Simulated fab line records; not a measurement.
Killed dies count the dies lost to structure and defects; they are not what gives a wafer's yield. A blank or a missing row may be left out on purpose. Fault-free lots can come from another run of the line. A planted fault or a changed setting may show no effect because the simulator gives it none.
Struck lot and sound lot, side by side :: flow sky130 :: 42 out of 708 route steps
Sound: these wafers, L682.1, L682.3, L682.4. Struck: wafer L695.5; the same lot's L695.2 was not struck, so it is left out; see the end for the cause.
Order at every step that has rows: each side's tool, ch and its chambers, its first start. Under that, the readings that differ: sound wafers :: struck wafers :: difference of the means :: sigmas: that difference in standard deviations of wafers without a fault.
alike: readings whose means differ by less than 2 such deviations, and words and numbers that are the same on both sides. not compared: withheld readings, readings that some wafer has no value for, bounds like >300 that may hide the same value, and numbers for which the record gives no deviation and whose values overlap.
The two part at a step that has a row with sigmas, a row that says differs or no value, or rows on one side only. Non-overlapping numbers with no deviation appear without sigmas and do not part them. Lack of a reading on every wafer of one side parts them only where that side has two or more wafers.

first, 4 steps without rows for these wafers: SKY_PWDE_SOFTBAKE_03; SKY_PWDE_EXPOSE_04 (exposes mask PWDEM, target cd 840 nm); SKY_PWDE_PEB_05; SKY_PWDE_DEVELOP_06 (develop time 60 s).
SKY_PWDE_OVL_MEAS_07:
  sound: overlay-01 at day 4 22:01; struck: overlay-01 at day 7 22:38
reading: PWDE_OVL (nm)
sound: 0.7 -0.9 0.8
struck: -2.2
difference: -2.4
sigmas: -2
following that, these wafers have no rows for 1 step: SKY_PWDE_IMPLANT_08.
SKY_PWDE_STRIP_09: strips in O2/N2.
  sound on plasma asher-03 ch 0,1, day 4 22:13; struck on plasma asher-01 ch 1, day 7 22:49
  alike: drypump motor current A, oes product au, strip time to endpoint s
  not compared: rf hours counter h
SKY_PWDE_TW_MEAS_10:
  sound: film metro-03 at day 4 22:19; struck: film metro-01 at day 7 22:55
  alike: PWDE_TW
then, 4 steps without rows for these wafers: SKY_NWELL_DEHYDRATE_03 (time 60 s); SKY_NWELL_HMDS_04 (prime time 60 s); SKY_NWELL_COAT_05 (resist thk 3000 nm); SKY_NWELL_SOFTBAKE_06.
SKY_NWELL_EXPOSE_07: exposes mask NWM, target cd 840 nm.
  sound on iline stepper-01 ch 0, day 5 06:49; struck on iline stepper-02 ch 0, day 8 08:26
  alike: mask, exposure dose mJ cm2
then, 2 steps without rows for these wafers: SKY_NWELL_PEB_08; SKY_NWELL_DEVELOP_09 (develop time 60 s).
SKY_NWELL_OVL_MEAS_10:
  sound: overlay-02 at day 5 15:43; struck: overlay-01 at day 8 18:22
  alike: NWELL_00_OVL
then, 3 steps without rows for these wafers: SKY_NWELL_IMPLANT_11; SKY_NWELL_IMPLANT_12; SKY_NWELL_IMPLANT_13.
SKY_NWELL_STRIP_14: strips in O2/N2.
  sound on plasma asher-02 ch 0,1, day 5 16:12; struck on plasma asher-01 ch 0, day 8 18:51
  alike: drypump motor current A, oes product au, strip time to endpoint s
  not compared: rf hours counter h
SKY_NWELL_TW_MEAS_15:
  sound: film metro-03 at day 5 16:18; struck: film metro-03 at day 8 18:58
  alike: NWELL_TW
then, 7 steps without rows for these wafers: SKY_NWELL_DEHYDRATE_16 (time 60 s); SKY_NWELL_HMDS_17 (prime time 60 s); SKY_NWELL_COAT_18 (resist thk 3000 nm); SKY_NWELL_SOFTBAKE_19; SKY_NWELL_EXPOSE_20 (exposes mask NWM COMPLEMENT, target cd 840 nm); SKY_NWELL_PEB_21; SKY_NWELL_DEVELOP_22 (develop time 60 s).
SKY_NWELL_OVL_MEAS_23:
  sound: overlay-02 at day 6 10:37; struck: overlay-02 at day 9 16:19
  alike: NWELL_01_OVL
following that, these wafers have no rows for 1 step: SKY_NWELL_IMPLANT_24.
SKY_NWELL_STRIP_25: strips in O2/N2.
  sound on plasma asher-02 ch 0,1, day 6 10:48; struck on plasma asher-01 ch 1, day 9 16:30
  alike: drypump motor current A, oes product au, strip time to endpoint s
  not compared: rf hours counter h
SKY_NWELL_TW_MEAS_26:
  sound: film metro-01 at day 6 10:54; struck: film metro-03 at day 9 16:37
  alike: NWELL_2_TW
then, 1 step without rows for these wafers: SKY_NWELL_CLEAN_27 (cleans in SC1/SC2, time 150 s).
SKY_NWELL_RTA_28: time 30 s.
  sound on rtp anneal-01 ch 0, day 6 11:04; struck on rtp anneal-01 ch 0, day 9 16:46
  alike: lamp power pct, wafer_temp_C_max
SKY_NWELL_RS_MEAS_29: uses a four-point probe to measure.
  sound: film metro-04 at day 6 11:10; struck: film metro-04 at day 9 16:53
reading: NWELL_RS (ohm/sq)
sound: 626.3 626.4 626.9
struck: 623.4
difference: -3.1
sigmas: -2
SKY_NWELL_RS_MEAS_31: uses a four-point probe to measure.
  sound: film metro-04 at day 6 11:24; struck: film metro-04 at day 9 17:07
  alike: PWDE_RS
then, 5 steps without rows for these wafers: SKY_VT_ADJUST_HVTP_DEHYDRATE_00 (time 60 s); SKY_VT_ADJUST_HVTP_HMDS_01 (prime time 60 s); SKY_VT_ADJUST_HVTP_COAT_02 (resist thk 1140 nm); SKY_VT_ADJUST_HVTP_SOFTBAKE_03 (time 60 s); SKY_VT_ADJUST_HVTP_EXPOSE_04 (exposes mask HVTPM, target cd 380 nm).
-- record jumps: 41 days separate the struck wafers' starts on either side; left off in module VT_ADJUST_HVTP, taken up again in module PAD_OPEN, whose first shown step is the route's number 708 --
SKY_PAD_OPEN_PROBE_99:
  sound: prober-02 at day 47 04:54; struck: prober-01 at day 50 12:23
reading: model.etest.res nwell.width nm (nm)
sound: 833.1 842.1 827.8
struck: 850
difference: +16
sigmas: 
  alike: killed_at_M0_to_M3, killed_at_M4_up, killed at contacts, killed at front end, killed at other, killed dies, killed open, killed short

## WHERE THEY PART
Last at SKY_NWELL_RS_MEAS_29 as far as this record goes, first at SKY_PWDE_OVL_MEAS_07. Later steps at which nothing parts them and some readings are alike: SKY_NWELL_RS_MEAS_31, SKY_PAD_OPEN_PROBE_99.

WHY: whatever the simulator had introduced
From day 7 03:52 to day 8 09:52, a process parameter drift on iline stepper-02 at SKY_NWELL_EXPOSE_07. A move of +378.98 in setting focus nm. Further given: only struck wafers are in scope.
